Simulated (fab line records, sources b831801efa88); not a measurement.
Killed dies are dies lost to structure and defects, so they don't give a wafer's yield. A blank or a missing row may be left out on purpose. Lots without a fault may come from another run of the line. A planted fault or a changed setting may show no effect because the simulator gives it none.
Which tool did it? | flow gf180mcu | 24 lots, 72 wafers sampled, at 6 steps of a route of 602

WHAT THE GAUGES READ, wafer by wafer
GF_M3_THK_MEAS_06: measures by xrf.
lot  | measured     | on            | M3_ALCU_THK (nm)
L074 | day 20 12:20 | film_metro-03 | 439 438 439
L075 | day 20 21:43 | film_metro-01 | 435 441 445
L076 | day 21 12:34 | film_metro-04 | 445 440 427
L077 | day 21 22:02 | film_metro-03 | 434 434 436
L078 | day 22 02:04 | film_metro-01 | 445 433 447
L079 | day 22 22:28 | film_metro-03 | 434 442 438
L080 | day 23 00:37 | film_metro-03 | 442 446 438
L081 | day 23 06:34 | film_metro-04 | 440 436 439
L082 | day 23 10:25 | film_metro-04 | 438 425 425
L083 | day 24 01:24 | film_metro-04 | 446 445 446
L084 | day 24 06:41 | film_metro-04 | 434 438 444
L085 | day 24 14:47 | film_metro-04 | 447 443 446
L086 | day 24 18:02 | film_metro-03 | 438 446 439
L087 | day 25 02:02 | film_metro-03 | 437 437 429
L088 | day 25 11:51 | film_metro-03 | 440 433 433
L089 | day 25 20:18 | film_metro-04 | 443 443 445
L090 | day 26 04:00 | film_metro-04 | 438 445 448
L091 | day 26 11:38 | film_metro-04 | 441 442 443
L092 | day 26 20:39 | film_metro-04 | 442 442 444
L093 | day 27 02:49 | film_metro-01 | 432 439 446
L094 | day 27 08:53 | film_metro-03 | 437 432 434
L095 | day 27 15:20 | film_metro-04 | 443 436 443
L096 | day 27 23:19 | film_metro-04 | 430 441 441
L097 | day 28 06:22 | film_metro-04 | 434 436 439

GF_M4_OVL_MEAS_15.
lot  | measured     | on         | M4_OVL (nm)
L074 | day 23 14:05 | overlay-02 | 10 4 7
L075 | day 23 21:52 | overlay-02 | 1 3 -4
L076 | day 24 12:38 | overlay-01 | 4 7 7
L077 | day 24 21:33 | overlay-02 | 2 -1 6
L078 | day 25 00:31 | overlay-02 | 5 0 6
L079 | day 25 19:31 | overlay-01 | 8 10 0
L080 | day 25 22:43 | overlay-02 | 2 -1 -4
L081 | day 26 04:43 | overlay-02 | -3 1 3
L082 | day 26 05:52 | overlay-01 | 10 11 8
L083 | day 26 21:04 | overlay-01 | 6 9 4
L084 | day 27 03:02 | overlay-02 | 8 7 7
L085 | day 27 08:31 | overlay-02 | 7 10 4
L086 | day 27 11:19 | overlay-02 | -1 1 2
L087 | day 27 18:17 | overlay-01 | 6 -3 2
L088 | day 28 03:53 | overlay-01 | 2 8 9
L089 | day 28 13:34 | overlay-02 | 2 8 -4
L090 | day 28 19:08 | overlay-01 | 1 4 2
L091 | day 29 02:11 | overlay-01 | -2 1 13
L092 | day 29 11:36 | overlay-02 | 13 12 4
L093 | day 29 17:20 | overlay-02 | 5 4 2
L094 | day 29 20:56 | overlay-02 | 6 3 5
L095 | day 30 03:32 | overlay-02 | -1 6 5
L096 | day 30 10:34 | overlay-02 | -8 4 -4
L097 | day 30 16:45 | overlay-02 | -6 -4 -1

GF_V4_CD_MEAS_14: target cd 260 nm.
lot  | measured     | on        | cd_nm (nm)
L074 | day 24 13:43 | cd_sem-02 | 258.7 261.5 259.9
L075 | day 24 22:35 | cd_sem-02 | 262.0 262.3 263.1
L076 | day 25 11:07 | cd_sem-02 | 260.4 258.5 260.8
L077 | day 25 20:51 | cd_sem-01 | 261.0 260.4 261.2
L078 | day 25 22:59 | cd_sem-01 | 260.2 261.0 262.8
L079 | day 26 17:47 | cd_sem-02 | 261.7 260.1 261.5
L080 | day 26 21:18 | cd_sem-01 | 258.9 260.2 258.4
L081 | day 27 02:33 | cd_sem-02 | 260.9 261.2 260.4
L082 | day 27 04:02 | cd_sem-02 | 259.8 259.3 259.5
L083 | day 27 18:39 | cd_sem-01 | 259.4 260.6 260.8
L084 | day 28 00:08 | cd_sem-01 | 258.2 258.9 259.7
L085 | day 28 05:34 | cd_sem-02 | 258.8 258.0 258.9
L086 | day 28 08:41 | cd_sem-01 | 258.5 258.9 259.9
L087 | day 28 15:04 | cd_sem-02 | 257.6 257.9 258.1
L088 | day 29 00:31 | cd_sem-02 | 261.1 260.7 260.2
L089 | day 29 10:16 | cd_sem-01 | 259.2 260.4 260.3
L090 | day 29 15:27 | cd_sem-01 | 262.9 259.9 260.6
L091 | day 29 22:53 | cd_sem-02 | 261.2 260.5 261.7
L092 | day 30 07:56 | cd_sem-01 | 257.8 258.2 258.2
L093 | day 30 13:57 | cd_sem-02 | 258.6 258.4 258.3
L094 | day 30 17:40 | cd_sem-02 | 259.7 259.6 259.7
L095 | day 30 23:11 | cd_sem-02 | 260.1 259.9 258.8
L096 | day 31 05:58 | cd_sem-02 | 261.8 261.0 261.4
L097 | day 31 11:36 | cd_sem-02 | 259.0 259.5 258.7

WHICH TOOL RAN EACH LOT (tool, then ch and the chambers of the sampled wafers, then the start)
lot  | GF_M1_SPUTTER_03             | GF_V3_STRIP_18                       | GF_M4_SPUTTER_03
L074 | pvd_sputter-04, day 16 07:04 | plasma_asher-03 ch 0,1, day 22 13:32 | pvd_sputter-03, day 22 14:57
L075 | pvd_sputter-03, day 16 17:13 | plasma_asher-02 ch 0,1, day 22 22:27 | pvd_sputter-03, day 22 23:50
L076 | pvd_sputter-01, day 17 05:19 | plasma_asher-02 ch 0,1, day 23 13:09 | pvd_sputter-03, day 23 14:32
L077 | pvd_sputter-03, day 17 14:15 | plasma_asher-01 ch 0,1, day 23 21:40 | pvd_sputter-02, day 23 23:10
L078 | pvd_sputter-04, day 17 19:19 | plasma_asher-01 ch 0,1, day 24 00:55 | pvd_sputter-02, day 24 02:16
L079 | pvd_sputter-04, day 18 11:55 | plasma_asher-02 ch 0,1, day 24 20:31 | pvd_sputter-04, day 24 22:10
L080 | pvd_sputter-03, day 18 17:14 | plasma_asher-01 ch 0,1, day 24 23:58 | pvd_sputter-04, day 25 01:32
L081 | pvd_sputter-01, day 18 23:55 | plasma_asher-02 ch 0,1, day 25 06:09 | pvd_sputter-02, day 25 07:32
L082 | pvd_sputter-03, day 19 04:57 | plasma_asher-01 ch 0,1, day 25 07:08 | pvd_sputter-02, day 25 08:29
L083 | pvd_sputter-01, day 19 20:46 | plasma_asher-02 ch 1, day 25 22:16   | pvd_sputter-04, day 25 23:40
L084 | pvd_sputter-04, day 20 01:07 | plasma_asher-01 ch 0,1, day 26 04:31 | pvd_sputter-03, day 26 05:59
L085 | pvd_sputter-01, day 20 10:46 | plasma_asher-03 ch 0,1, day 26 10:16 | pvd_sputter-02, day 26 11:37
L086 | pvd_sputter-01, day 20 16:16 | plasma_asher-01 ch 0, day 26 14:00   | pvd_sputter-03, day 26 15:25
L087 | pvd_sputter-04, day 21 01:01 | plasma_asher-01 ch 0,1, day 26 21:19 | pvd_sputter-04, day 26 22:45
L088 | pvd_sputter-03, day 21 10:34 | plasma_asher-02 ch 0,1, day 27 07:12 | pvd_sputter-02, day 27 08:35
L089 | pvd_sputter-04, day 21 20:11 | plasma_asher-02 ch 0, day 27 15:03   | pvd_sputter-03, day 27 16:28
L090 | pvd_sputter-01, day 22 04:24 | plasma_asher-01 ch 0,1, day 27 22:08 | pvd_sputter-02, day 27 23:34
L091 | pvd_sputter-03, day 22 14:09 | plasma_asher-02 ch 0,1, day 28 05:06 | pvd_sputter-04, day 28 06:31
L092 | pvd_sputter-03, day 22 22:01 | plasma_asher-02 ch 0,1, day 28 14:35 | pvd_sputter-04, day 28 15:56
L093 | pvd_sputter-01, day 23 05:46 | plasma_asher-03 ch 0,1, day 28 20:07 | pvd_sputter-03, day 28 21:32
L094 | pvd_sputter-01, day 23 11:56 | plasma_asher-03 ch 1, day 29 00:54   | pvd_sputter-03, day 29 02:18
L095 | pvd_sputter-04, day 23 19:09 | plasma_asher-01 ch 0,1, day 29 07:53 | pvd_sputter-04, day 29 09:19
L096 | pvd_sputter-03, day 24 03:35 | plasma_asher-03 ch 0,1, day 29 14:43 | pvd_sputter-02, day 29 16:05
L097 | pvd_sputter-03, day 24 13:52 | plasma_asher-02 ch 0,1, day 29 20:51 | pvd_sputter-04, day 29 22:13
- GF_M1_SPUTTER_03: material Ti, target thk 10 nm, time 6.7 s.
- GF_V3_STRIP_18: strips in O2/N2.
- GF_M4_SPUTTER_03: material Ti, target thk 10 nm, time 6.7 s.

WHAT THE TOOLS THEMSELVES READ (means of the sampled wafers that have a number; where no wafer has one, the mark that the record gives instead)
GF_M1_SPUTTER_03.
lot  | tool           | throttle_valve_pct (%)
L074 | pvd_sputter-04 | 29.7
L075 | pvd_sputter-03 | 29.9
L076 | pvd_sputter-01 | 29.6
L077 | pvd_sputter-03 | 29.7
L078 | pvd_sputter-04 | 29.2
L079 | pvd_sputter-04 | 29.6
L080 | pvd_sputter-03 | 30.1
L081 | pvd_sputter-01 | 29.9
L082 | pvd_sputter-03 | 29.4
L083 | pvd_sputter-01 | 29.8
L084 | pvd_sputter-04 | 29.7
L085 | pvd_sputter-01 | 29.7
L086 | pvd_sputter-01 | 30.1
L087 | pvd_sputter-04 | 29.7
L088 | pvd_sputter-03 | 30.1
L089 | pvd_sputter-04 | 29.6
L090 | pvd_sputter-01 | 30.0
L091 | pvd_sputter-03 | 29.6
L092 | pvd_sputter-03 | 29.7
L093 | pvd_sputter-01 | 29.9
L094 | pvd_sputter-01 | 29.9
L095 | pvd_sputter-04 | 30.3
L096 | pvd_sputter-03 | 30.1
L097 | pvd_sputter-03 | 29.6

GF_V3_STRIP_18.
lot  | tool            | drypump_motor_current_A (A) | heater_power_w (W) | oes_product_au (a.u.)
L074 | plasma_asher-03 | 6.3                         | 302                | 0.595
L075 | plasma_asher-02 | 5.6                         | 292                | 0.591
L076 | plasma_asher-02 | 5.5                         | 308                | 0.592
L077 | plasma_asher-01 | 5.8                         | 315                | 0.596
L078 | plasma_asher-01 | 5.8                         | 320                | 0.593
L079 | plasma_asher-02 | 5.5                         | 306                | 0.597
L080 | plasma_asher-01 | 6.1                         | 319                | 0.589
L081 | plasma_asher-02 | 5.6                         | 297                | 0.591
L082 | plasma_asher-01 | 5.8                         | 318                | 0.596
L083 | plasma_asher-02 | 5.3                         | 322                | 0.597
L084 | plasma_asher-01 | 5.8                         | 316                | 0.588
L085 | plasma_asher-03 | 6.3                         | 306                | 0.592
L086 | plasma_asher-01 | 6.3                         | 320                | 0.597
L087 | plasma_asher-01 | 6.1                         | 319                | 0.590
L088 | plasma_asher-02 | 5.6                         | 291                | 0.599
L089 | plasma_asher-02 | 5.7                         | 282                | 0.597
L090 | plasma_asher-01 | 5.8                         | 315                | 0.594
L091 | plasma_asher-02 | 5.5                         | 306                | 0.590
L092 | plasma_asher-02 | 5.6                         | 298                | 0.590
L093 | plasma_asher-03 | 6.4                         | 305                | 0.592
L094 | plasma_asher-03 | 6.1                         | 303                | 0.592
L095 | plasma_asher-01 | 5.8                         | 321                | 0.591
L096 | plasma_asher-03 | 6.5                         | 303                | 0.597
L097 | plasma_asher-02 | 5.6                         | 294                | 0.588

GF_M4_SPUTTER_03.
lot  | tool           | throttle_valve_pct (%)
L074 | pvd_sputter-03 | 30.4
L075 | pvd_sputter-03 | 30.0
L076 | pvd_sputter-03 | 29.9
L077 | pvd_sputter-02 | 30.9
L078 | pvd_sputter-02 | 31.2
L079 | pvd_sputter-04 | 29.8
L080 | pvd_sputter-04 | 29.8
L081 | pvd_sputter-02 | 30.2
L082 | pvd_sputter-02 | 29.9
L083 | pvd_sputter-04 | 29.6
L084 | pvd_sputter-03 | 30.4
L085 | pvd_sputter-02 | 29.9
L086 | pvd_sputter-03 | 30.1
L087 | pvd_sputter-04 | 29.6
L088 | pvd_sputter-02 | 31.1
L089 | pvd_sputter-03 | 30.2
L090 | pvd_sputter-02 | 29.8
L091 | pvd_sputter-04 | 29.6
L092 | pvd_sputter-04 | 29.6
L093 | pvd_sputter-03 | 29.9
L094 | pvd_sputter-03 | 30.0
L095 | pvd_sputter-04 | 30.1
L096 | pvd_sputter-02 | 30.2
L097 | pvd_sputter-04 | 29.6

THE ANSWER, worked out from the rows above alone
Rule: what is usual is taken from the lots themselves. Put in order of their means at a reading, lots are off if they are a third of the lots or fewer, leave a main group of 4 or more, and stand apart from it by a gap of 3 or more times the standard deviation of the main group's means; of several such gaps the widest counts. A main group whose means are all the same, to the digits that the tables above print for the reading, isn't used. A lot without any number at a reading at which 4 lots or more have one is off too. The other lots that the step has rows for count as sound. The gauges are gone through in route order, then the tools' own readings, and for those a lot's mean is taken as printed above. The first step at which some lot is off is used, and at that step the reading that is off furthest; a lot without a number counts as furthest.
No lot is off at any reading shown: from this, nothing can be told.

WHAT THE SIMULATOR HAD PUT IN
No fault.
